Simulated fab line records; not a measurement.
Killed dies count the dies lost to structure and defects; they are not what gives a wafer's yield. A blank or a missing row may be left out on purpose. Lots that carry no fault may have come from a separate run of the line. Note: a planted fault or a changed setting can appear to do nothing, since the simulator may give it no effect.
What tool caused it? :: flow sky130 :: Sampling: 11 lots, 33 wafers, 4 of 708 route steps

WHAT THE GAUGES SHOWED, per wafer
SKY_VIA2_THK_MEAS_01.
lot: L560
measured: day 36 12:53
on: filmMetro-03
VIA2_HDPCVD_THK (nm): 1187 1176 1185

lot: L559
measured: day 36 15:13
on: filmMetro-02
VIA2_HDPCVD_THK (nm): 1195 1211 1197

lot: L561
measured: day 36 18:20
on: filmMetro-04
VIA2_HDPCVD_THK (nm): 1181 1181 1175

lot: L562
measured: day 36 19:45
on: filmMetro-04
VIA2_HDPCVD_THK (nm): 1181 1178 1185

lot: L563
measured: day 37 05:02
on: filmMetro-03
VIA2_HDPCVD_THK (nm): 1176 1185 1177

lot: L566
measured: day 38 01:55
on: filmMetro-04
VIA2_HDPCVD_THK (nm): 1155 1179 1155

lot: L567
measured: day 38 02:09
on: filmMetro-03
VIA2_HDPCVD_THK (nm): 1162 1154 1172

lot: L568
measured: day 38 11:20
on: filmMetro-03
VIA2_HDPCVD_THK (nm): 1173 1198 1172

lot: L569
measured: day 38 22:02
on: filmMetro-03
VIA2_HDPCVD_THK (nm): 1174 1190 1182

lot: L572
measured: day 39 10:17
on: filmMetro-02
VIA2_HDPCVD_THK (nm): 1420 1193 1185

lot: L573
measured: day 39 22:22
on: filmMetro-04
VIA2_HDPCVD_THK (nm): 1144 1165 1157

EACH LOT AND THE TOOL THAT RAN IT (in order: tool; ch and the chambers of the sampled wafers; start)
lot: L560
SKY_METAL2_SPUTTER_00: pvdSputter-04, day 35 09:13
SKY_METAL2_SPUTTER_03: pvdSputter-04, day 35 09:17
SKY_VIA2_HDPCVD_00: hdpcvd-01 ch 1,2, day 36 12:45

lot: L559
SKY_METAL2_SPUTTER_00: pvdSputter-03, day 35 11:20
SKY_METAL2_SPUTTER_03: pvdSputter-03, day 35 11:25
SKY_VIA2_HDPCVD_00: hdpcvd-01 ch 0,1, day 36 15:05

lot: L561
SKY_METAL2_SPUTTER_00: pvdSputter-03, day 35 13:49
SKY_METAL2_SPUTTER_03: pvdSputter-03, day 35 13:53
SKY_VIA2_HDPCVD_00: hdpcvd-01 ch 0,1,2, day 36 18:12

lot: L562
SKY_METAL2_SPUTTER_00: pvdSputter-04, day 35 15:31
SKY_METAL2_SPUTTER_03: pvdSputter-04, day 35 15:35
SKY_VIA2_HDPCVD_00: hdpcvd-01 ch 0,1,2, day 36 19:37

lot: L563
SKY_METAL2_SPUTTER_00: pvdSputter-03, day 36 00:36
SKY_METAL2_SPUTTER_03: pvdSputter-03, day 36 00:41
SKY_VIA2_HDPCVD_00: hdpcvd-02 ch 0, day 37 04:39

lot: L566
SKY_METAL2_SPUTTER_00: pvdSputter-04, day 36 21:10
SKY_METAL2_SPUTTER_03: pvdSputter-04, day 36 21:14
SKY_VIA2_HDPCVD_00: hdpcvd-02 ch 0,1, day 38 01:40

lot: L567
SKY_METAL2_SPUTTER_00: pvdSputter-03, day 36 21:35
SKY_METAL2_SPUTTER_03: pvdSputter-03, day 36 21:40
SKY_VIA2_HDPCVD_00: hdpcvd-01 ch 0,1,2, day 38 02:02

lot: L568
SKY_METAL2_SPUTTER_00: pvdSputter-04, day 37 07:35
SKY_METAL2_SPUTTER_03: pvdSputter-04, day 37 07:39
SKY_VIA2_HDPCVD_00: hdpcvd-02 ch 0,1, day 38 11:08

lot: L569
SKY_METAL2_SPUTTER_00: pvdSputter-04, day 37 19:38
SKY_METAL2_SPUTTER_03: pvdSputter-04, day 37 19:43
SKY_VIA2_HDPCVD_00: hdpcvd-01 ch 0,1,2, day 38 21:55

lot: L572
SKY_METAL2_SPUTTER_00: pvdSputter-04, day 38 08:33
SKY_METAL2_SPUTTER_03: pvdSputter-04, day 38 08:38
SKY_VIA2_HDPCVD_00: hdpcvd-01 ch 0,1,2, day 39 10:10

lot: L573
SKY_METAL2_SPUTTER_00: pvdSputter-03, day 38 20:04
SKY_METAL2_SPUTTER_03: pvdSputter-03, day 38 20:08
SKY_VIA2_HDPCVD_00: hdpcvd-02 ch 1, day 39 22:10
- SKY_METAL2_SPUTTER_00: material Ti, target thk 15 nm, time 10 s.
- SKY_METAL2_SPUTTER_03: material Ti, target thk 5 nm, time 3.3 s.
- SKY_VIA2_HDPCVD_00: deposits SiO2, target thk 1180 nm, time 196.7 s.

THE ANSWER, worked out from the rows above alone
Rule: the lots themselves supply what counts as usual. Put in order of their means at a reading, lots are off if they are a third of the lots or fewer, leave a main group of 4 or more, and stand apart from it by a gap of 3 or more times the standard deviation of the main group's means; of several such gaps the widest counts. A main group is skipped when, at the precision printed for the reading in the tables above, its means are all equal. Also off: a lot with no number at a reading for which 4 or more lots have one. All remaining lots with rows at the step are treated as sound.
Off: at SKY_VIA2_THK_MEAS_01 (VIA2_HDPCVD_THK), L572. Main group: mean 1177 nm, sd 12.
A tool fits if, at a process step before that reading, it ran every lot that is off, and no sound lot after the first of them. The gauges at SKY_VIA2_THK_MEAS_01 are tried like those tools. Can't be told from this: 3 tools fit, pvdSputter-04 at SKY_METAL2_SPUTTER_00 and SKY_METAL2_SPUTTER_03, hdpcvd-01 at SKY_VIA2_HDPCVD_00, filmMetro-02 at SKY_VIA2_THK_MEAS_01.

WHAT THE SIMULATOR HAD PUT IN
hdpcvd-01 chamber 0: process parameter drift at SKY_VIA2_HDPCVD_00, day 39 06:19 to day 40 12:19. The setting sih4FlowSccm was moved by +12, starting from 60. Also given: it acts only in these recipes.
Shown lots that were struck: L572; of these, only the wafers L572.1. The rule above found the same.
